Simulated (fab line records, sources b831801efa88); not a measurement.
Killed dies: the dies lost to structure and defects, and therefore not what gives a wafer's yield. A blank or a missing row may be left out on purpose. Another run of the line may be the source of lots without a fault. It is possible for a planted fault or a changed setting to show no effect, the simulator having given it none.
Which tool did it?	flow gf180mcu	13 lots, 39 wafers sampled, at 5 steps of a route of 602

## WHAT EACH GAUGE READ, for each wafer
GF_POLY_GATE_OVL_MEAS_11. Usual: for POLY_GATE_OVL the level is 1 nm and the standard deviation is 6.3.
lot	measured	on	POLY_GATE_OVL (nm)	flag
L158	day 9 11:52	overlay-01	-5 0 -11	
L161	day 10 09:29	overlay-01	3 6 9	
L162	day 10 14:45	overlay-01	-5 -11 -2	
L163	day 10 21:18	overlay-01	10 0 0	
L168	day 12 11:25	overlay-02	-2 3 0	
L169	day 12 14:51	overlay-01	13 -4 10	
L170	day 12 22:29	overlay-01	5 10 4	
L171	day 13 09:01	overlay-02	-1 -3 3	
L172	day 13 16:47	overlay-02	9 7 -7	
L173	day 14 03:35	overlay-02	14 -1 2	
L177	day 15 09:10	overlay-01	9 6 11	
L178	day 15 14:41	overlay-01	10 6 -2	
L180	day 16 05:59	overlay-02	-9 -11 -5	

GF_HV_LDD_CD_MEAS_31: the cd target is 400 nm. Usual: cd-nm at 400.3 nm, with a standard deviation of 2.2.
lot	measured	on	cd-nm (nm)	flag
L158	day 11 20:55	cd-sem-01	402.0 403.3 402.9	
L161	day 12 19:28	cd-sem-02	398.3 400.1 400.1	
L162	day 13 01:49	cd-sem-01	403.8 403.2 403.1	
L163	day 13 07:09	cd-sem-02	400.1 398.0 399.4	
L168	day 15 02:35	cd-sem-01	396.1 400.9 398.9	
L169	day 15 07:17	cd-sem-02	403.6 402.7 404.4	
L170	day 15 18:41	cd-sem-01	401.4 403.2 401.1	
L171	day 16 05:31	cd-sem-02	399.9 399.7 401.3	
L172	day 16 14:43	cd-sem-01	399.9 401.0 402.0	
L173	day 17 04:53	cd-sem-01	401.2 400.3 398.9	
L177	day 18 07:28	cd-sem-02	402.5 402.0 402.0	
L178	day 18 13:26	cd-sem-02	402.5 403.4 402.0	
L180	day 19 08:35	cd-sem-01	400.9 400.3 400.8	

GF_HV_LDD_RS_MEAS_53: measures by four-point-probe. Usual: for HV_LDD_RS the level is 419.8 ohm/sq and the standard deviation is 0.9.
lot	measured	on	HV_LDD_RS (ohm/sq)	flag
L158	day 12 17:09	film-metro-04	420.6 419.7 421.3	
L161	day 13 14:53	film-metro-01	418.6 418.6 420.1	
L162	day 13 22:07	film-metro-01	419.5 419.6 420.3	
L163	day 14 03:22	film-metro-01	419.3 419.9 420.0	
L168	day 16 01:14	film-metro-04	418.8 419.7 419.8	
L169	day 16 06:56	film-metro-03	418.8 417.3 418.2	
L170	day 16 18:30	film-metro-03	416.5 416.8 416.1	OFF
L171	day 17 05:39	film-metro-04	416.5 416.8 417.2	OFF
L172	day 17 15:06	film-metro-01	421.2 420.2 420.5	
L173	day 18 05:49	film-metro-01	420.1 420.8 419.7	
L177	day 19 08:18	film-metro-03	418.7 420.1 419.3	
L178	day 19 14:15	film-metro-01	420.2 419.4 419.4	
L180	day 20 10:18	film-metro-04	420.9 420.9 421.5	

## EACH LOT AND THE TOOL THAT RAN IT (in order: tool; ch and the chambers of the sampled wafers; start)
lot	GF_HV_LDD_STRIP_22	GF_HV_LDD_IMPLANT_35
L158	plasma-asher-01 ch 0,1, day 11 02:17	implanter-02 ch 0, day 11 21:23
L161	plasma-asher-02 ch 0,1, day 12 00:34	implanter-02 ch 0, day 12 19:55
L162	plasma-asher-01 ch 0,1, day 12 07:01	implanter-02 ch 0, day 13 02:16
L163	plasma-asher-01 ch 0,1, day 12 12:56	implanter-03 ch 0, day 13 07:37
L168	plasma-asher-01 ch 0,1, day 14 06:28	implanter-03 ch 0, day 15 03:03
L169	plasma-asher-02 ch 0,1, day 14 10:35	implanter-02 ch 0, day 15 07:45
L170	plasma-asher-02 ch 0, day 14 21:16	implanter-03 ch 0, day 15 19:09
L171	plasma-asher-01 ch 0,1, day 15 07:22	implanter-03 ch 0, day 16 05:58
L172	plasma-asher-03 ch 0,1, day 15 16:49	implanter-02 ch 0, day 16 15:10
L173	plasma-asher-02 ch 0,1, day 16 05:31	implanter-02 ch 0, day 17 05:21
L177	plasma-asher-01 ch 0,1, day 17 08:45	implanter-02 ch 0, day 18 07:55
L178	plasma-asher-03 ch 0,1, day 17 13:31	implanter-01 ch 0, day 18 13:54
L180	plasma-asher-02 ch 0,1, day 18 06:31	implanter-02 ch 0, day 19 09:03
- GF_HV_LDD_STRIP_22: strips in O2/N2.
- GF_HV_LDD_IMPLANT_35

## AS READ BY THE TOOLS THEMSELVES (means over the sampled wafers that have a number; for cases with no such wafer, the mark the record gives instead)
GF_HV_LDD_STRIP_22. Usual: drypump-motor-current-A 5.79 A, standard deviation 0.27; heater-power-w 359 W, standard deviation 39; o2-flow-sccm 2999 sccm, standard deviation 9.5; oes-product-au 0.716 a.u., standard deviation 0.0044; strip-time-to-endpoint-s 12.64 s, standard deviation 0.036.
lot	tool	drypump-motor-current-A (A)	heater-power-w (W)	o2-flow-sccm (sccm)	oes-product-au (a.u.)	strip-time-to-endpoint-s (s)	flag
L158	plasma-asher-01	5.67	389	2995	0.713	12.63	
L161	plasma-asher-02	6.03	313	3012	0.714	12.68	
L162	plasma-asher-01	5.78	403	3011	0.713	12.65	
L163	plasma-asher-01	5.79	403	3000	0.717	12.68	
L168	plasma-asher-01	5.66	389	2999	0.716	12.60	
L169	plasma-asher-02	6.04	313	2996	0.715	12.67	
L170	plasma-asher-02	5.92	313	3015	0.717	12.62	
L171	plasma-asher-01	5.65	390	2990	0.718	12.63	
L172	plasma-asher-03	5.55	349	2999	0.716	12.67	
L173	plasma-asher-02	6.04	313	3000	0.715	12.70	
L177	plasma-asher-01	5.75	404	2993	0.718	12.60	
L178	plasma-asher-03	5.83	342	2997	0.716	12.65	
L180	plasma-asher-02	6.04	309	2993	0.716	12.64	

GF_HV_LDD_IMPLANT_35. Usual: dose-ions-cm2 7.502e+12, standard deviation 8.1e+09; faraday-current-uA 42.3, standard deviation 0.84.
lot	tool	dose-ions-cm2	faraday-current-uA	flag
L158	implanter-02	7.503e+12	41.2	
L161	implanter-02	7.503e+12	43.0	
L162	implanter-02	7.511e+12	42.0	
L163	implanter-03	7.498e+12	42.1	
L168	implanter-03	7.501e+12	42.4	
L169	implanter-02	7.501e+12	42.2	
L170	implanter-03	8.867e+12	49.1	OFF
L171	implanter-03	8.866e+12	49.3	OFF
L172	implanter-02	7.499e+12	41.8	
L173	implanter-02	7.506e+12	42.6	
L177	implanter-02	7.511e+12	42.8	
L178	implanter-01	7.512e+12	42.2	
L180	implanter-02	7.503e+12	42.5	

## THE ANSWER, worked out from the rows above alone
Rule: take the mean of a lot's wafers that have a number; if it is more than 3 standard deviations from the usual mean, the lot is off. A lot without any number at a reading at which 4 lots or more have one is off too. All remaining lots with rows at the step are treated as sound. Order of review: gauges by route order, followed by the tools' own readings, for which a lot's mean as printed above is used. At the first step where some lot is off, the reading lying furthest off is the one used; lots without a number count as furthest.
Off: at GF_HV_LDD_RS_MEAS_53 (HV_LDD_RS), L170, L171.
A tool fits if, at a process step before that reading, it ran every lot that is off, and no sound lot after the first of them. Not tried: the gauges at GF_HV_LDD_RS_MEAS_53; whatever is off there is also off at GF_HV_LDD_IMPLANT_35, on other tools, and gauge error can't account for it. One candidate fits, namely implanter-03 at GF_HV_LDD_IMPLANT_35. Its last sound lot is L168 (day 15 03:03), its first lot that is off L170 (day 15 19:09): a fault that began between those two fits.
The tool's own readings at GF_HV_LDD_IMPLANT_35 bear it out: on the lots that are off they differ by more than 5 times the standard deviation of the sound lots' means. dose-ions-cm2 reads 8.866e+12 there against 7.504e+12 on the sound lots; faraday-current-uA reads 49.2 there against 42.3 on the sound lots.

## WHAT HAD BEEN PUT IN BY THE SIMULATOR
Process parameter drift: implanter-03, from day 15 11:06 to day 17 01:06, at GF_HV_LDD_IMPLANT_35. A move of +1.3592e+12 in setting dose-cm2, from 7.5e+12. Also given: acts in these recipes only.
Shown lots that were struck: L170, L171. The rule above found the same.
